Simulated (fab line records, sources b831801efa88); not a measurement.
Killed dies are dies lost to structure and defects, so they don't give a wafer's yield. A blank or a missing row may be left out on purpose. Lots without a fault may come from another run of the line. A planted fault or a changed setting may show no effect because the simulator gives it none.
Which tool did it? | flow sfq_line | 9 lots, 27 wafers sampled, at 4 steps of a route of 325

WHAT THE GAUGES READ, wafer by wafer
The record holds no reading of a measuring or inspecting step that can be judged against a usual standard deviation.

WHICH TOOL RAN EACH LOT (tool, then ch and the chambers of the sampled wafers, then the start)
lot  | SFQ_TRILAYER_I5_ETCH_VIA_ETCH_147  | SFQ_TRILAYER_I6_VIA_BARC_OPEN_VIA_ETCH_235 | SFQ_TRILAYER_M7_BARC_OPEN_METAL_ETCH_229 | SFQ_TRILAYER_I7_VIA_STRIP_STRIP_191
L409 | rie_diel-04 ch 0,1,2, day 57 20:49 | rie_diel-02 ch 0,2, day 73 15:14           | rie_metal-03 ch 0,1, day 73 18:45        | rie_metal-04 ch 0,1, day 74 04:57
L410 | rie_diel-02 ch 1,3, day 58 11:13   | rie_diel-04 ch 0,1,3, day 73 17:38         | rie_metal-01 ch 0,1, day 73 21:10        | rie_metal-04 ch 0,1, day 74 07:16
L411 | rie_diel-02 ch 1,2, day 58 16:01   | rie_diel-01 ch 0,2,3, day 73 21:14         | rie_metal-01 ch 0,1, day 74 03:16        | rie_metal-01 ch 0,1, day 74 13:13
L412 | rie_diel-02 ch 1,2, day 58 19:37   | rie_diel-02 ch 2,3, day 73 23:38           | rie_metal-01 ch 0,1, day 74 05:40        | rie_metal-04 ch 0,1, day 74 18:52
L413 | rie_diel-02 ch 0,1,3, day 65 11:50 | rie_diel-04 ch 1,2,3, day 76 21:22         | rie_metal-03 ch 0,1, day 77 01:00        | rie_metal-01 ch 0,1, day 77 09:41
L414 | rie_diel-04 ch 1,2, day 65 23:50   | rie_diel-01 ch 0,1,2, day 77 02:11         | rie_metal-04 ch 0,1, day 77 05:42        | rie_metal-04 ch 0,1, day 77 14:41
L415 | rie_diel-03 ch 0,2, day 66 09:26   | rie_diel-02 ch 0,3, day 77 06:58           | rie_metal-04 ch 0,1, day 77 10:44        | rie_metal-04 ch 0,1, day 77 18:32
L416 | rie_diel-02 ch 0,1,2, day 67 01:02 | rie_diel-04 ch 0,1,2, day 77 08:10         | rie_metal-01 ch 1, day 77 13:08          | rie_metal-02 ch 0,1, day 78 00:32
L417 | rie_diel-02 ch 0,2,3, day 68 19:02 | rie_diel-04 ch 0,2,3, day 79 04:22         | rie_metal-01 ch 0,1, day 79 12:13        | rie_metal-04 ch 0,1, day 80 00:43
- SFQ_TRILAYER_I5_ETCH_VIA_ETCH_147: etches the open film in CHF3, stops on Nb, target depth 360 nm.
- SFQ_TRILAYER_I6_VIA_BARC_OPEN_VIA_ETCH_235: etches BARC in O2, target depth 125 nm, time 41.7 s.
- SFQ_TRILAYER_M7_BARC_OPEN_METAL_ETCH_229: etches BARC in O2, target depth 125 nm, time 41.7 s.
- SFQ_TRILAYER_I7_VIA_STRIP_STRIP_191: strips in O2.

WHAT THE TOOLS THEMSELVES READ (means of the sampled wafers that have a number; where no wafer has one, the mark that the record gives instead)
SFQ_TRILAYER_I5_ETCH_VIA_ETCH_147.
lot  | tool        | drypump_motor_current_A (A) | oes_product_au (a.u.)
L409 | rie_diel-04 | 5.8                         | 0.991
L410 | rie_diel-02 | 5.9                         | 0.992
L411 | rie_diel-02 | 5.5                         | 0.987
L412 | rie_diel-02 | 5.5                         | 0.983
L413 | rie_diel-02 | 6.0                         | 0.984
L414 | rie_diel-04 | 5.6                         | 0.991
L415 | rie_diel-03 | 6.0                         | 0.993
L416 | rie_diel-02 | 5.8                         | 0.979
L417 | rie_diel-02 | 5.5                         | 0.985

SFQ_TRILAYER_I6_VIA_BARC_OPEN_VIA_ETCH_235.
lot  | tool        | drypump_motor_current_A (A) | oes_product_au (a.u.) | run_length_s (s)
L409 | rie_diel-02 | 5.6                         | 0.687                 | 70.0
L410 | rie_diel-04 | 5.8                         | 0.681                 | 70.1
L411 | rie_diel-01 | 6.0                         | 0.687                 | 69.7
L412 | rie_diel-02 | 5.2                         | 0.687                 | 69.9
L413 | rie_diel-04 | 5.7                         | 0.685                 | 70.3
L414 | rie_diel-01 | 6.2                         | 0.817                 | 60.1
L415 | rie_diel-02 | 5.7                         | 0.815                 | 60.9
L416 | rie_diel-04 | 5.8                         | 0.815                 | 60.4
L417 | rie_diel-04 | 6.0                         | 0.814                 | 60.8

SFQ_TRILAYER_M7_BARC_OPEN_METAL_ETCH_229.
lot  | tool         | drypump_motor_current_A (A) | oes_product_au (a.u.) | run_length_s (s)
L409 | rie_metal-03 | 6.3                         | 0.683                 | 69.7
L410 | rie_metal-01 | 5.9                         | 0.689                 | 69.6
L411 | rie_metal-01 | 5.9                         | 0.681                 | 69.4
L412 | rie_metal-01 | 5.6                         | 0.690                 | 70.1
L413 | rie_metal-03 | 6.3                         | 0.684                 | 69.8
L414 | rie_metal-04 | 5.5                         | 0.684                 | 69.6
L415 | rie_metal-04 | 5.4                         | 0.687                 | 69.5
L416 | rie_metal-01 | 6.2                         | 0.682                 | 69.2
L417 | rie_metal-01 | 5.6                         | 0.688                 | 69.8

SFQ_TRILAYER_I7_VIA_STRIP_STRIP_191.
lot  | tool         | drypump_motor_current_A (A) | oes_product_au (a.u.)
L409 | rie_metal-04 | 5.1                         | 1.004
L410 | rie_metal-04 | 5.1                         | 0.989
L411 | rie_metal-01 | 5.9                         | 1.014
L412 | rie_metal-04 | 5.1                         | 0.998
L413 | rie_metal-01 | 5.6                         | 1.003
L414 | rie_metal-04 | 5.5                         | 1.002
L415 | rie_metal-04 | 5.1                         | 1.008
L416 | rie_metal-02 | 5.5                         | 1.005
L417 | rie_metal-04 | 5.5                         | 0.997

THE ANSWER, worked out from the rows above alone
Rule: what is usual is taken from the lots themselves. Put in order of their means at a reading, lots are off if they are a third of the lots or fewer, leave a main group of 4 or more, and stand apart from it by a gap of 3 or more times the standard deviation of the main group's means; of several such gaps the widest counts. A main group whose means are all the same, to the digits that the tables above print for the reading, isn't used. A lot without any number at a reading at which 4 lots or more have one is off too. The other lots that the step has rows for count as sound. The gauges are gone through in route order, then the tools' own readings, and for those a lot's mean is taken as printed above. The first step at which some lot is off is used, and at that step the reading that is off furthest; a lot without a number counts as furthest.
No lot is off at any reading shown: from this, nothing can be told.

WHAT THE SIMULATOR HAD PUT IN
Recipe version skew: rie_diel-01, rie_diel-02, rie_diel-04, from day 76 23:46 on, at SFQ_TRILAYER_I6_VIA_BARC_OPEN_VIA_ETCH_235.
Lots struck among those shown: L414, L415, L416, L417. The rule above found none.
